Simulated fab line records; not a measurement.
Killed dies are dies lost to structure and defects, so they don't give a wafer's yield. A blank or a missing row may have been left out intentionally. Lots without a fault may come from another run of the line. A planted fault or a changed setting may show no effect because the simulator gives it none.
fab line records | flow gf180mcu
[record] lots = 5 | wafers = 14 | lastDay = 33
route steps=602 shown M3@421 V3@429 M4@456
lots untouched by any fault: they come from a run of this same line in which no faults occurred
startH: hours from the record's opening day to when the first of the lot's shown wafers began | waitH: how many hours have passed since the lot's step before this one | " as in the row above | L1.1+2: several wafers, shown together as one row | - either no value or no given start | * or withheld: withheld | < > ~ a bound
route shown NAME@n: NAME is a module with steps in the file, n the number in the route of the first one | usual: the fault-free wafers' mean and standard deviation | same: alike in all rows | chamber/n: place in a boat | sites: readings site by site | _std_site: standard deviation of those values | _edge_site: the outer-site mean with the inner-site mean subtracted | radiusMm: how far each site lies from the wafer's centre | mask NAME#n: copy n | behind: the tool/chamber that last shaped the wafer | hold: why the lot went on hold/how many hours it stayed there/how the hold came to an end | device: which transistor (n, p or np) failed to switch | end of line: the route-end tests of the same wafers | for a step that has no rows: nothing shown but its recipe | killed: not the wafer's yield, but the dies lost to structure and defects at the first sort | map: per-die view of a wafer (x killed, . not killed, _ where there is no die)
set.NAME: setting as actually run; set.NAME@STEP: the setting as run at that earlier step | model.NAME: the simulator's own value behind a step, which no gauge read
certain route steps with their lots: each step a table, each wafer a row
services: when a tool's chamber went out of use (startH, in hours from the record's first day, below 0 if earlier), for how many hours, and the reason
[[steps]]
[step GF_M3_PEB_12]
[recipe] pebTempC = 135 | pebTimeS = 90 | resist = KrF
[step GF_M3_DEVELOP_13]
[recipe] developTimeS = 60 | devTempC = 21
[step GF_M3_CD_MEAS_14]
[recipe] targetCdNm = 280
[usual] cdNm = 279.9/1.4
lot.wafer | tool     | chamber | startH | waitH | cdNm
L259.2    | cdSem-01 | -       | 481.51 | 0.1   | 278.6
L259.3    | "        | -       | "      | "     | 279.4
L259.4    | "        | -       | "      | "     | 278.3
L261.3    | cdSem-02 | -       | 512.73 | 0.1   | 281.0
L261.4    | "        | -       | "      | "     | 279.1
L261.6    | "        | -       | "      | "     | 279.8
L265.1    | cdSem-01 | -       | 550.49 | 0.1   | 278.4
L265.6    | "        | -       | "      | "     | 277.5
L273.1    | cdSem-02 | -       | 603.44 | 0.1   | 278.5
L273.2    | "        | -       | "      | "     | 278.6
L273.4    | "        | -       | "      | "     | 278.3
L276.4    | cdSem-01 | -       | 629.55 | 0.1   | 281.6
L276.5    | "        | -       | "      | "     | 281.8
L276.6    | "        | -       | "      | "     | 281.6
[step GF_M3_OVL_MEAS_15]
[usual] M3_OVL = -1/5.6
lot.wafer | tool       | chamber | startH | waitH | M3_OVL[nm]
L259.2    | overlay-01 | -       | 481.62 | 0.1   | 2
L259.3    | "          | -       | "      | "     | -11
L259.4    | "          | -       | "      | "     | -3
L261.3    | overlay-01 | -       | 512.82 | 0.1   | 2
L261.4    | "          | -       | "      | "     | 7
L261.6    | "          | -       | "      | "     | 2
L265.1    | overlay-02 | -       | 550.61 | 0.1   | 8
L265.6    | "          | -       | "      | "     | 0
L273.1    | overlay-01 | -       | 603.56 | 0.1   | -7
L273.2    | "          | -       | "      | "     | -2
L273.4    | "          | -       | "      | "     | -8
L276.4    | overlay-01 | -       | 629.63 | 0.1   | -9
L276.5    | "          | -       | "      | "     | -4
L276.6    | "          | -       | "      | "     | -11
[step GF_M3_METAL_ETCH_16]
[recipe] chemistry = Cl2/BCl3 | maskMaterial = KrF | targetDepthNm = 750.8 | stopOn = SiO2 | pressureMtorr = 8 | icpW = 800 | biasW = 140 | Cl2_flow_sccm = 80 | bcl3FlowSccm = 40 | timeS = 125.1
[usual] chamberPressureMTorr = 7.999/0.0069 | drypumpMotorCurrentA = 6.0/0.6 | oesProductAu = 0.988/0.0052 | throttleValvePct = 28.231/0.0087
lot.wafer | tool        | chamber | startH | waitH | chamberPressureMTorr | drypumpMotorCurrentA | oesProductAu | rfHoursCounterH | throttleValvePct
L259.2    | rieMetal-01 | 0       | 481.65 | 0.0   | 7.992                | 5.0                  | 0.991        | 9               | 28.230
L259.3    | "           | 0       | "      | "     | 8.018                | 5.0                  | 0.985        | -               | 28.227
L259.4    | "           | 1       | "      | "     | 8.001                | 5.3                  | 0.980        | -               | 28.234
L261.3    | rieMetal-01 | 0       | 512.89 | 0.1   | 8.005                | 5.0                  | 0.995        | -               | 28.218
L261.4    | "           | 1       | "      | "     | 8.006                | 5.4                  | 0.986        | -               | 28.227
L261.6    | "           | 1       | "      | "     | 8.003                | 5.3                  | 0.998        | -               | 28.212
L265.1    | rieMetal-01 | 0       | 550.65 | 0.0   | 8.002                | 5.0                  | 0.992        | 11              | 28.218
L265.6    | "           | 0       | "      | "     | 7.999                | 5.0                  | 0.993        | -               | 28.215
L273.1    | rieMetal-04 | 0       | 603.60 | 0.0   | 8.005                | 6.2                  | 0.982        | 4               | 28.234
L273.2    | "           | 1       | "      | "     | 7.991                | 6.6                  | 0.996        | 3               | 28.230
L273.4    | "           | 1       | "      | "     | 7.994                | 6.6                  | 0.990        | -               | 28.233
L276.4    | rieMetal-04 | 0       | 629.69 | 0.1   | 8.009                | 6.1                  | 0.992        | -               | 28.230
L276.5    | "           | 0       | "      | "     | 8.004                | 6.1                  | 0.984        | -               | 28.235
L276.6    | "           | 1       | "      | "     | 7.997                | 6.6                  | 0.997        | -               | 28.237
[step GF_M3_STRIP_17]
[recipe] chemistry = O2/N2 | powerW = 1400 | pressureMtorr = 1500 | platenTempC = 250 | o2FlowSccm = 3000 | n2FlowSccm = 300 | overashFraction = 0.5
[step GF_M3_STRIP_18]
[recipe] chemistry = postEtchResidueRemover | timeS = 1200 | tempC = 72.5
[step GF_M3_CLEAN_19]
[recipe] chemistry = DIW | dry = n2Spin
[step GF_V3_CVD_00]
[recipe] material = SiO2 | targetThkNm = 600 | sigmaOpenFrac = 0.3 | tempC = 400 | timeS = 100 | sih4FlowSccm = 60 | pressureMtorr = 6
[step GF_V3_THK_MEAS_01]
[recipe] reads = SiO2_of_V3_CVD_00
[usual] V3_CVD_00_THK = 599/7.4
lot.wafer | tool         | chamber | startH | waitH | V3_CVD_00_THK[nm]
L259.2    | filmMetro-04 | -       | 482.43 | 0.0   | 601
L259.3    | "            | -       | "      | "     | 596
L259.4    | "            | -       | "      | "     | 600
L261.3    | filmMetro-03 | -       | 513.61 | 0.1   | 594
L261.4    | "            | -       | "      | "     | 599
L261.6    | "            | -       | "      | "     | 599
L265.1    | filmMetro-01 | -       | 551.38 | 0.0   | 597
L265.6    | "            | -       | "      | "     | 593
L273.1    | filmMetro-04 | -       | 604.33 | 0.0   | 595
L273.2    | "            | -       | "      | "     | 608
L273.4    | "            | -       | "      | "     | 586
L276.4    | filmMetro-01 | -       | 630.43 | 0.0   | 610
L276.5    | "            | -       | "      | "     | 593
L276.6    | "            | -       | "      | "     | 599
[step GF_V3_CVD_02]
[recipe] material = SiO2 | targetThkNm = 850 | precursor = TEOS | tempC = 400 | timeS = 94.851 | rfW = 600
[step GF_V3_THK_MEAS_03]
[recipe] reads = SiO2_of_V3_CVD_02
[usual] V3_CVD_02_THK = 854/11
lot.wafer | tool         | chamber | startH | waitH | V3_CVD_02_THK[nm]
L259.2    | filmMetro-03 | -       | 482.56 | 0.0   | 842
L259.3    | "            | -       | "      | "     | 830
L259.4    | "            | -       | "      | "     | 857
L261.3    | filmMetro-01 | -       | 513.74 | 0.1   | 864
L261.4    | "            | -       | "      | "     | 864
L261.6    | "            | -       | "      | "     | 852
L265.1    | filmMetro-04 | -       | 551.51 | 0.0   | 857
L265.6    | "            | -       | "      | "     | 872
L273.1    | filmMetro-01 | -       | 604.46 | 0.0   | 846
L273.2    | "            | -       | "      | "     | 846
L273.4    | "            | -       | "      | "     | 861
L276.4    | filmMetro-01 | -       | 630.56 | 0.0   | 881
L276.5    | "            | -       | "      | "     | 882
L276.6    | "            | -       | "      | "     | 885
[step GF_V3_CMP_04]
[recipe] material = SiO2 | downForcePsi = 4 | platenRpm = 60 | padVelocityMS = 0.94248
[usual] motorCurrentA = 11.9/1.2 | timeToEndpointS = 79/5.4
lot.wafer | tool   | chamber | startH | waitH | motorCurrentA | timeToEndpointS | model.SiO2_of_V3_CVD_02.thkNm
L259.3    | cmp-01 | 0       | 482.61 | 0.0   | 13.3          | 64              | 631.6
L259.4    | "      | 2       | "      | "     | 11.6          | 75              | 630.3
L259.2    | "      | 3       | "      | "     | 12.8          | 69              | 631.6
L261.3    | cmp-02 | 2       | 513.78 | 0.0   | 13.0          | 84              | 632.4
L261.4    | "      | 3       | "      | "     | 11.1          | 87              | 632.9
L261.6    | "      | 3       | "      | "     | 10.9          | 82              | 633.4
L265.1    | cmp-02 | 3       | 551.57 | 0.1   | 10.7          | 83              | 632.2
L265.6    | "      | 3       | "      | "     | 10.5          | 64              | 696.2
L273.2    | cmp-01 | 2       | 604.57 | 0.1   | 12.4          | 75              | 632.6
L273.4    | "      | 3       | "      | "     | 13.2          | 79              | 632.3
L273.1    | "      | 0       | "      | "     | 13.5          | 71              | 631.8
L276.4    | cmp-01 | 1       | 630.74 | 0.2   | 9.6           | 93              | 633
L276.6    | "      | 2       | "      | "     | 12.3          | 86              | 630.6
L276.5    | "      | 3       | "      | "     | 13.3          | 85              | 631.8
[step GF_V3_BOW_MEAS_05]
[recipe] mode = bow
[usual] V3_BOW = 116/9.3
lot.wafer | tool         | chamber | startH | waitH | V3_BOW[um]
L259.2    | filmMetro-04 | -       | 482.93 | 0.1   | 124
L259.3    | "            | -       | "      | "     | 120
L259.4    | "            | -       | "      | "     | 117
L261.3    | filmMetro-03 | -       | 514.12 | 0.3   | 115
L261.4    | "            | -       | "      | "     | 114
L261.6    | "            | -       | "      | "     | 106
L265.1    | filmMetro-03 | -       | 551.87 | 0.2   | 120
L265.6    | "            | -       | "      | "     | 134
L273.1    | filmMetro-04 | -       | 604.82 | 0.1   | 106
L273.2    | "            | -       | "      | "     | 121
L273.4    | "            | -       | "      | "     | 103
L276.4    | filmMetro-04 | -       | 630.95 | 0.2   | 93
L276.5    | "            | -       | "      | "     | 107
L276.6    | "            | -       | "      | "     | 100
[step GF_V3_DEHYDRATE_06]
[recipe] tempC = 200 | timeS = 60
[step GF_V3_HMDS_07]
[recipe] primeTimeS = 60 | primeTempC = 120
[step GF_V3_COAT_08]
[recipe] resist = BARC | tempC = withheld | timeS = withheld | spinRpm = withheld | resistThkNm = withheld
[step GF_V3_COAT_09]
[recipe] resist = KrF | spinRpm = withheld | resistThkNm = 1000
[step GF_V3_SOFTBAKE_10]
[recipe] tempC = 130 | timeS = 60 | resist = KrF
[step GF_V3_EXPOSE_11]
[recipe] maskId = Via3 | targetCdNm = 260 | na = 0.68 | sourceShape = conventional | sigmaOuter = 0.6 | doseMj = 38
[step GF_V3_PEB_12]
[recipe] pebTempC = 135 | pebTimeS = 90 | resist = KrF
[step GF_V3_DEVELOP_13]
[recipe] developTimeS = 60 | resist = KrF | devTempC = 21
[step GF_V3_CD_MEAS_14]
[recipe] targetCdNm = 260
[usual] cdNm = 260.0/1.2
lot.wafer | tool     | chamber | startH | waitH | cdNm
L259.2    | cdSem-02 | -       | 506.28 | 0.1   | 259.0
L259.3    | "        | -       | "      | "     | 258.2
L259.4    | "        | -       | "      | "     | 259.5
L261.3    | cdSem-01 | -       | 536.99 | 0.1   | 262.1
L261.4    | "        | -       | "      | "     | 261.0
L261.6    | "        | -       | "      | "     | 262.0
L265.1    | cdSem-02 | -       | 573.86 | 0.1   | 258.3
L265.6    | "        | -       | "      | "     | 258.0
L273.1    | cdSem-02 | -       | 625.89 | 0.1   | 259.5
L273.2    | "        | -       | "      | "     | 259.7
L273.4    | "        | -       | "      | "     | 259.0
L276.4    | cdSem-02 | -       | 652.11 | 0.1   | 261.2
L276.5    | "        | -       | "      | "     | 260.5
L276.6    | "        | -       | "      | "     | 260.6
[step GF_V3_OVL_MEAS_15]
[usual] V3_OVL = -1/5.1
lot.wafer | tool       | chamber | startH | waitH | V3_OVL[nm]
L259.2    | overlay-02 | -       | 506.39 | 0.1   | 9
L259.3    | "          | -       | "      | "     | 0
L259.4    | "          | -       | "      | "     | 8
L261.3    | overlay-02 | -       | 537.08 | 0.1   | -4
L261.4    | "          | -       | "      | "     | -11
L261.6    | "          | -       | "      | "     | -4
L265.1    | overlay-02 | -       | 573.98 | 0.1   | -10
L265.6    | "          | -       | "      | "     | -12
L273.1    | overlay-01 | -       | 626.01 | 0.1   | 4
L273.2    | "          | -       | "      | "     | -7
L273.4    | "          | -       | "      | "     | -3
L276.4    | overlay-01 | -       | 652.18 | 0.1   | -3
L276.5    | "          | -       | "      | "     | -4
L276.6    | "          | -       | "      | "     | 0
[step GF_V3_ETCH_16]
[recipe] chemistry = N2/H2 | targetDepthA = withheld | overetchA = withheld | timeS = withheld | target = BARC | ionEnergyEv = 200 | sourceW = 500 | biasW = 100 | pressureMtorr = 30 | n2FlowSccm = 100 | h2FlowSccm = 200
[usual] chamberPressureMTorr = 29.999/0.027 | drypumpMotorCurrentA = 5.8/0.4 | h2FlowSccm = 200.0/0.62 | oesProductAu = 0.855/0.0043 | throttleValvePct = 13.225/0.0078
lot.wafer | tool       | chamber | startH | waitH | chamberPressureMTorr | drypumpMotorCurrentA | h2FlowSccm | oesProductAu | throttleValvePct
L259.2    | rieDiel-04 | 3       | 506.42 | 0.0   | 29.984               | 6.3                  | 200.3      | 0.853        | 13.231
L259.3    | "          | 1       | "      | "     | 29.960               | 5.7                  | 199.6      | 0.855        | 13.222
L259.4    | "          | 3       | "      | "     | 30.004               | 6.3                  | 200.4      | 0.854        | 13.220
L261.3    | rieDiel-02 | 3       | 537.10 | 0.0   | 29.981               | 5.5                  | 199.2      | 0.860        | 13.228
L261.4    | "          | 1       | "      | "     | 30.006               | 6.1                  | 200.7      | 0.854        | 13.224
L261.6    | "          | 1       | "      | "     | 30.010               | 6.1                  | 200.7      | 0.853        | 13.232
L265.1    | rieDiel-01 | 3       | 574.02 | 0.0   | 29.993               | 5.1                  | 199.9      | 0.853        | 13.228
L265.6    | "          | 0       | "      | "     | 29.996               | 5.8                  | 201.5      | 0.850        | 13.231
L273.1    | rieDiel-01 | 3       | 626.05 | 0.0   | 30.001               | 5.1                  | 199.7      | 0.858        | 13.235
L273.2    | "          | 0       | "      | "     | 29.995               | 5.8                  | 199.7      | 0.860        | 13.223
L273.4    | "          | 2       | "      | "     | 29.988               | 5.9                  | 199.7      | 0.860        | 13.233
L276.4    | rieDiel-01 | 3       | 652.22 | 0.0   | 30.002               | 5.1                  | 200.8      | 0.854        | 13.233
L276.5    | "          | 2       | "      | "     | 30.042               | 5.9                  | 199.6      | 0.856        | 13.222
L276.6    | "          | 0       | "      | "     | 29.963               | 5.8                  | 200.6      | 0.856        | 13.220
[step GF_V3_ETCH_17]
[recipe] chemistry = C4F8/O2/Ar | maskMaterial = KrF | target = SiO2 | stopOn = TiN | sourceW = 1500 | biasW = 1200 | pressureMtorr = 40 | c4f8FlowSccm = withheld | O2_flow_sccm = 6 | Ar_flow_sccm = 300 | timeS = withheld | targetDepthA = 6350
[usual] chamberPressureMTorr = 40.00/0.041 | oesProductAu = 0.855/0.0046
lot.wafer | tool       | chamber | startH | waitH | chamberPressureMTorr | oesProductAu | model.V3.featureDepthNm | model.etch.depthNm
L259.2    | rieDiel-04 | 3       | -      | -     | 39.98                | 0.844        | 631.6                   | 631.6
L259.3    | "          | 1       | "      | "     | 39.98                | 0.858        | 631.6                   | 631.6
L259.4    | "          | 3       | "      | "     | 39.97                | 0.855        | 630.3                   | 630.3
L261.3    | rieDiel-02 | 3       | -      | -     | 40.06                | 0.852        | 632.4                   | 632.4
L261.4    | "          | 1       | "      | "     | 40.02                | 0.848        | 632.9                   | 632.9
L261.6    | "          | 1       | "      | "     | 40.04                | 0.855        | 633.4                   | 633.4
L265.1    | rieDiel-01 | 3       | -      | -     | 39.99                | 0.852        | 632.2                   | 632.2
L265.6    | "          | 0       | "      | "     | 39.98                | 0.906        | 696.2                   | 696.2
L273.1    | rieDiel-01 | 3       | -      | -     | 40.01                | 0.855        | 631.8                   | 631.8
L273.2    | "          | 0       | "      | "     | 40.06                | 0.863        | 632.6                   | 632.6
L273.4    | "          | 2       | "      | "     | 40.06                | 0.856        | 632.3                   | 632.3
L276.4    | rieDiel-01 | 3       | -      | -     | 40.05                | 0.856        | 633                     | 633
L276.5    | "          | 2       | "      | "     | 40.03                | 0.857        | 631.8                   | 631.8
L276.6    | "          | 0       | "      | "     | 39.95                | 0.852        | 630.6                   | 630.6
[step GF_V3_STRIP_18]
[recipe] chemistry = O2/N2 | powerW = 1400 | pressureMtorr = 1500 | platenTempC = 250 | o2FlowSccm = 3000 | n2FlowSccm = 300 | overashFraction = 0.5
[usual] chamberPressureMTorr = 1500/5.5 | drypumpMotorCurrentA = 5.9/0.38 | heaterPowerW = 330/29 | oesProductAu = 0.594/0.0049
lot.wafer | tool           | chamber | startH | waitH | chamberPressureMTorr | drypumpMotorCurrentA | heaterPowerW | oesProductAu | rfHoursCounterH
L259.2    | plasmaAsher-03 | 0       | 506.55 | -     | 1502                 | 6.0                  | 375          | 0.582        | 67
L259.3    | "              | 1       | "      | "     | 1501                 | 6.1                  | 298          | 0.588        | -
L259.4    | "              | 0       | "      | "     | 1501                 | 6.1                  | 373          | 0.586        | -
L261.3    | plasmaAsher-03 | 0       | 537.26 | -     | 1499                 | 6.1                  | 371          | 0.592        | -
L261.4    | "              | 1       | "      | "     | 1501                 | 6.1                  | 294          | 0.594        | -
L261.6    | "              | 0       | "      | "     | 1500                 | 6.1                  | 361          | 0.602        | -
L265.1    | plasmaAsher-01 | 1       | 574.15 | -     | 1500                 | 6.2                  | 308          | 0.595        | 92
L265.6    | "              | 0       | "      | "     | 1502                 | 5.5                  | 328          | 0.598        | -
L273.1    | plasmaAsher-03 | 1       | 626.18 | -     | 1500                 | 6.1                  | 303          | 0.589        | 80
L273.2    | "              | 0       | "      | "     | 1499                 | 6.1                  | 360          | 0.599        | 80
L273.4    | "              | 1       | "      | "     | 1499                 | 6.1                  | 294          | 0.602        | -
L276.4    | plasmaAsher-01 | 0       | 652.36 | -     | 1499                 | 5.5                  | 317          | 0.593        | -
L276.5    | "              | 0       | "      | "     | 1501                 | 5.5                  | 324          | 0.596        | -
L276.6    | "              | 1       | "      | "     | 1502                 | 6.2                  | 313          | 0.593        | -
[step GF_V3_STRIP_19]
[recipe] chemistry = postEtchResidueRemover | timeS = 1200 | tempC = 72.5
[step GF_V3_CLEAN_20]
[recipe] chemistry = DIW | dry = n2Spin
[step GF_V3_SPUTTER_21]
[recipe] material = Ti | targetThkNm = 15 | chamberPressurePa = 5 | powerW = 2500 | substrateTempC = 200 | timeS = 80.02
[step GF_V3_SPUTTER_22]
[recipe] material = TiN | targetThkNm = 10 | chamberPressurePa = 5 | powerW = 4000 | timeS = 40
[usual] chamberPressurePa = 5.002/0.012 | throttleValvePct = 30.2/0.93
lot.wafer | tool          | chamber | startH | waitH | chamberPressurePa | throttleValvePct
L259.2    | pvdSputter-03 | -       | 507.15 | 0.0   | 4.993             | 30.3
L259.3    | "             | -       | "      | "     | 5.007             | 28.2
L259.4    | "             | -       | "      | "     | 4.983             | 29.9
L261.3    | pvdSputter-04 | -       | 537.83 | 0.0   | 5.023             | 30.9
L261.4    | "             | -       | "      | "     | 5.002             | 31.1
L261.6    | "             | -       | "      | "     | 4.986             | 29.3
L265.1    | pvdSputter-03 | -       | 574.77 | 0.0   | 4.997             | 29.9
L265.6    | "             | -       | "      | "     | 4.999             | 29.6
L273.1    | pvdSputter-04 | -       | 626.81 | 0.0   | 4.998             | 31.0
L273.2    | "             | -       | "      | "     | 5.013             | 29.3
L273.4    | "             | -       | "      | "     | 5.020             | 30.1
L276.4    | pvdSputter-03 | -       | 652.93 | 0.0   | 5.015             | 29.4
L276.5    | "             | -       | "      | "     | 5.073             | 29.4
L276.6    | "             | -       | "      | "     | 5.000             | 29.9
[step GF_V3_CVD_23]
[recipe] material = W | targetThkNm = 350 | timeS = 104.9 | tempC = 400 | pressureTorr = 40
[step GF_V3_RS_MEAS_24]
[recipe] thkMeasGauge = four-point-probe | reads = W_of_V3_CVD_23+TiN_of_V3_SPUTTER_22+Ti_of_V3_SPUTTER_21
[usual] V3_W_RS = 0.331/0.0041
lot.wafer | tool         | chamber | startH | waitH | V3_W_RS[ohm/sq]
L259.2    | filmMetro-03 | -       | 507.32 | 0.1   | 0.329
L259.3    | "            | -       | "      | "     | 0.335
L259.4    | "            | -       | "      | "     | 0.331
L261.3    | filmMetro-04 | -       | 538.13 | 0.2   | 0.332
L261.4    | "            | -       | "      | "     | 0.333
L261.6    | "            | -       | "      | "     | 0.330
L265.1    | filmMetro-01 | -       | 574.92 | 0.1   | 0.327
L265.6    | "            | -       | "      | "     | 0.331
L273.1    | filmMetro-03 | -       | 626.96 | 0.1   | 0.337
L273.2    | "            | -       | "      | "     | 0.327
L273.4    | "            | -       | "      | "     | 0.333
L276.4    | filmMetro-04 | -       | 653.14 | 0.1   | 0.334
L276.5    | "            | -       | "      | "     | 0.331
L276.6    | "            | -       | "      | "     | 0.332
[step GF_V3_THK_MEAS_25]
[recipe] thkMeasGauge = xrf | reads = W_of_V3_CVD_23
[usual] V3_W_THK = 351/6.2
lot.wafer | tool         | chamber | startH | waitH | V3_W_THK[nm]
L259.2    | filmMetro-03 | -       | 507.43 | 0.1   | 348
L259.3    | "            | -       | "      | "     | 344
L259.4    | "            | -       | "      | "     | 345
L261.3    | filmMetro-04 | -       | 538.23 | 0.1   | 346
L261.4    | "            | -       | "      | "     | 344
L261.6    | "            | -       | "      | "     | 349
L265.1    | filmMetro-01 | -       | 575.04 | 0.1   | 363
L265.6    | "            | -       | "      | "     | 358
L273.1    | filmMetro-03 | -       | 627.08 | 0.1   | 341
L273.2    | "            | -       | "      | "     | 351
L273.4    | "            | -       | "      | "     | 346
L276.4    | filmMetro-04 | -       | 653.23 | 0.1   | 348
L276.5    | "            | -       | "      | "     | 350
L276.6    | "            | -       | "      | "     | 348
[step GF_V3_CMP_26]
[recipe] stopOn = SiO2 | downForcePsi = 3.5 | platenRpm = 60 | tOverpolishS = 15 | targetThkNm = 0 | padVelocityMS = 0.94248
[usual] motorCurrentA = 11.0/1.1
lot.wafer | tool   | chamber | startH | waitH | motorCurrentA | model.SiO2_of_V3_CVD_02.thkNm
L259.3    | cmp-01 | 3       | 507.53 | 0.1   | 11.8          | 627.8
L259.2    | "      | 0       | "      | "     | 11.8          | 627.8
L259.4    | "      | 1       | "      | "     | 8.5           | 626.6
L261.4    | cmp-02 | 0       | 538.27 | 0.0   | 10.2          | 629.1
L261.3    | "      | 2       | "      | "     | 11.8          | 628.6
L261.6    | "      | 0       | "      | "     | 10.8          | 629.6
L265.1    | cmp-01 | 1       | 575.25 | 0.2   | 9.2           | 628.4
L265.6    | "      | 3       | "      | "     | 12.3          | 692.4
L273.1    | cmp-01 | 0       | 627.14 | 0.1   | 11.4          | 628
L273.2    | "      | 1       | "      | "     | 9.0           | 628.9
L273.4    | "      | 3       | "      | "     | 12.5          | 628.5
L276.4    | cmp-02 | 1       | 653.26 | 0.0   | 11.1          | 629.2
L276.5    | "      | 1       | "      | "     | 10.8          | 628
L276.6    | "      | 2       | "      | "     | 12.2          | 626.8
[step GF_M4_SPUTTER_00]
[recipe] material = Ti | targetThkNm = 37.5 | arrivingIonEnergyEv = 80 | substrateTempC = 200 | chamberPressurePa = 2 | powerW = 4000 | timeS = 150
[usual] chamberPressurePa = 2.000/0.0039 | throttleValvePct = 30.1/0.83
lot.wafer | tool          | chamber | startH | waitH | chamberPressurePa | throttleValvePct
L259.2    | pvdSputter-02 | -       | 507.78 | 0.1   | 2.000             | 29.8
L259.3    | "             | -       | "      | "     | 1.999             | 31.0
L259.4    | "             | -       | "      | "     | 2.000             | 31.0
L261.3    | pvdSputter-04 | -       | 538.57 | 0.1   | 1.998             | 29.9
L261.4    | "             | -       | "      | "     | 1.995             | 30.1
L261.6    | "             | -       | "      | "     | 2.001             | 29.5
L265.1    | pvdSputter-03 | -       | 575.40 | 0.1   | 2.004             | 30.2
L265.6    | "             | -       | "      | "     | 1.998             | 29.6
L273.1    | pvdSputter-02 | -       | 627.44 | 0.2   | 1.999             | 30.9
L273.2    | "             | -       | "      | "     | 1.995             | 31.3
L273.4    | "             | -       | "      | "     | 2.002             | 31.0
L276.4    | pvdSputter-02 | -       | 653.56 | 0.2   | 1.995             | 31.1
L276.5    | "             | -       | "      | "     | 1.999             | 29.9
L276.6    | "             | -       | "      | "     | 1.996             | 30.8
[[services]]
tool           | chamber | startH | hours | kind
pvdSputter-04  | -       | 467.07 | 6.6   | repair
rieMetal-01    | -       | 469.57 | 2.8   | pm
rieDiel-02     | 0       | 470.74 | 15.1  | repair
rieDiel-04     | 3       | 473.84 | 3.8   | repair
rieDiel-04     | 1       | 492.04 | 6.7   | repair
plasmaAsher-01 | -       | 494.47 | 14.6  | pm
pvdSputter-02  | -       | 513.99 | 8.7   | repair
rieDiel-04     | 2       | 532.73 | 9.7   | repair
rieDiel-04     | 2       | 547.41 | 4.2   | repair
rieDiel-01     | 2       | 548.87 | -     | clean
cmp-01         | -       | 549.23 | 1.3   | repair
cmp-02         | -       | 568.47 | 5.7   | repair
pvdSputter-04  | -       | 569.57 | 11.1  | repair
cmp-02         | -       | 574.17 | 4.0   | pm
cmp-01         | -       | 596.73 | 1.4   | repair
pvdSputter-03  | -       | 598.66 | 4.5   | repair
cmp-02         | -       | 601.28 | 6.5   | pm
cmp-01         | -       | 607.81 | 5.0   | pm
cmp-02         | -       | 617.27 | 0.8   | repair
rieDiel-04     | 0       | 620.75 | 5.5   | repair
rieDiel-02     | 1       | 632.66 | 4.7   | repair
rieMetal-01    | 1       | 636.08 | 8.5   | repair
pvdSputter-02  | -       | 639.51 | 5.5   | repair
rieDiel-01     | 1       | 651.89 | 8.2   | repair
[[key]]
[firstSign] step = GF_V3_ETCH_17 | reading = oesProductAu | direction = up | sigmas = 11 | usual = 0.855 | struck = 0.906
effect none on later readings
[modelEffect] step = GF_V3_CMP_04 | value = SiO2_of_V3_CVD_02.thkNm | without = 632.9 | struck = 696.2
[modelEffect] step = GF_V3_ETCH_17 | value = V3.featureDepthNm | without = 632.9 | struck = 696.2
[modelEffect] step = GF_V3_CMP_26 | value = SiO2_of_V3_CVD_02.thkNm | without = 629.2 | struck = 692.4
metAt GF_V3_CMP_04
struckWafers L265.6
onsetBetween 513.78 551.57
[fault] kind = processParameterDrift | tool = cmp-02 | chamber = - | onsetH = 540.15 | steps = GF_V3_CMP_04 | channel = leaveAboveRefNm | offset = 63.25 | shape = step | endH = 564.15 | scope = struckWafersOnly | actsIn = theseRecipesOnly | stated = 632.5
